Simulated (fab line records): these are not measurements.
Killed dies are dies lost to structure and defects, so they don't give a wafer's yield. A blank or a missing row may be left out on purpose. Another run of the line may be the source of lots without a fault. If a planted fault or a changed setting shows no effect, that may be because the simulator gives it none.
A struck lot beside a sound one || flow gf180mcu || 18 steps out of a route of 602
Sound: these wafers, L308.1, L308.2, L308.4. Struck: wafer L311.1. (L311.4 of the same lot was not struck and is left out.) The cause comes at the end.
For every step that has rows: the tool of each side, followed by ch and its chambers, followed by its first start. Under that, the readings that differ: sound wafers || struck wafers || difference of the means || sigmas: that difference in standard deviations of wafers without a fault.
alike: same words and numbers on both sides, and readings whose means sit less than 2 such deviations apart. not compared: any withheld reading, any reading some wafer has no value for, any bound like >300 that may hide the same value, and any number with overlapping values for which the record gives no deviation.
Wherever a step has rows on one side only, a row that says differs or no value, or a row with sigmas, the two part there. Numbers that don't overlap but have no deviation are shown without sigmas and don't part them. A reading that every wafer of one side lacks parts them only if that side has two wafers or more.

first, 3 steps without rows for these wafers: GF_V3_EXPOSE_11 (exposes mask Via3, target cd 260 nm); GF_V3_PEB_12 (peb time 90 s); GF_V3_DEVELOP_13 (develop time 60 s).
GF_V3_CD_MEAS_14: target cd 260 nm.
  sound on cd_sem-02, day 24 15:57; struck on cd_sem-01, day 25 09:14
  alike: cd_nm
GF_V3_OVL_MEAS_15:
  sound on overlay-01, day 24 16:04; struck on overlay-01, day 25 09:22
{"reading": "V3_OVL (nm)", "sound": "2 -3 2", "struck": -12, "difference": -12, "sigmas": -2}
GF_V3_ETCH_16: etches BARC in N2/H2.
  sound on rie_diel-02 ch 0,1,3, day 24 16:07; struck on rie_diel-01 ch 0, day 25 09:24
  alike: drypump_motor_current_A, oes_product_au, throttle_valve_pct
GF_V3_ETCH_17: etches SiO2 in C4F8/O2/Ar, stops on TiN, target depth 635 nm.
  sound: rie_diel-02 ch 0,1,3; struck: rie_diel-01 ch 0
  alike: oes_product_au
GF_V3_STRIP_18: strips in O2/N2.
  sound on plasma_asher-03 ch 0,1, day 24 16:14; struck on plasma_asher-04 ch 1, day 25 09:32
{"reading": "drypump_motor_current_A (A)", "sound": "6.0 6.5 6.0", "struck": 5.2, "difference": -1.0, "sigmas": -2}
{"reading": "heater_power_w (W)", "sound": "329 348 331", "struck": 289, "difference": -47, "sigmas": -3}
  alike: oes_product_au
  not compared: rf_hours_counter_h
then, 2 steps without rows for these wafers: GF_V3_STRIP_19 (strips in post etch residue remover, time 1200 s); GF_V3_CLEAN_20 (cleans in DIW).
GF_V3_SPUTTER_21: material Ti, target thk 15 nm, time 80.02 s.
  sound on pvd_sputter-02, day 24 16:46; struck on pvd_sputter-02, day 25 10:04
  alike: cathode_dc_power_W, throttle_valve_pct
then, 1 step without rows for these wafers: GF_V3_SPUTTER_22 (material TiN, target thk 10 nm, time 40 s).
GF_V3_CVD_23: deposits W, target thk 350 nm, time 104.9 s.
  sound on cvd_w-01 ch 0,1, day 24 16:52; struck on cvd_w-02 ch 0, day 25 10:10
{"reading": "model.W_of_V3_CVD_23.thk_nm (nm)", "sound": "351.2 351.9 351.9", "struck": 666.1, "difference": "+314.4", "sigmas": ""}
  alike: heater_power_outer_w, heater_power_w
  not compared: since_wet_clean_h
GF_V3_RS_MEAS_24: uses a four-point probe to measure.
  sound on film_metro-04, day 24 16:59; struck on film_metro-03, day 25 10:34
{"reading": "V3_W_RS (ohm/sq)", "sound": "0.326 0.326 0.326", "struck": 0.171, "difference": -0.155, "sigmas": -50}
  not compared: hold
GF_V3_THK_MEAS_25: measures by xrf.
  sound on film_metro-04, day 24 17:06; struck on film_metro-03, day 25 14:25
  not compared: hold, V3_W_THK
GF_V3_CMP_26: polishes, stops on SiO2, t overpolish 15 s, target thk 0 nm.
  sound on cmp-02 ch 0,2,3, day 24 17:13; struck on cmp-02 ch 2, day 25 16:29
{"reading": "hold", "sound": "- - -", "struck": "await_dispo/1.9h/release", "difference": "no value on the sound wafers", "sigmas": ""}
{"reading": "time_to_endpoint_s (s)", "sound": "86.7 86.6 87.3", "struck": 170.7, "difference": "+83.8", "sigmas": "+34"}
  alike: edge_zone_pressure_frac, motor_current_A, retaining_ring_pressure_frac, slurry_filter_dp_kPa
GF_M4_SPUTTER_00: material Ti, target thk 37.5 nm, time 150 s.
  sound on pvd_sputter-04, day 24 17:28; struck on pvd_sputter-01, day 25 16:47
  alike: cathode_dc_power_W, throttle_valve_pct
GF_PASSIVATION_PROBE_99:
  the record holds rows for the sound wafers here (prober-01, day 30 22:18) but none for the struck ones

== WHERE THEY PART ==
At GF_V3_OVL_MEAS_15 first; at GF_PASSIVATION_PROBE_99 last (within this record only).

WHY: the cause the simulator had injected
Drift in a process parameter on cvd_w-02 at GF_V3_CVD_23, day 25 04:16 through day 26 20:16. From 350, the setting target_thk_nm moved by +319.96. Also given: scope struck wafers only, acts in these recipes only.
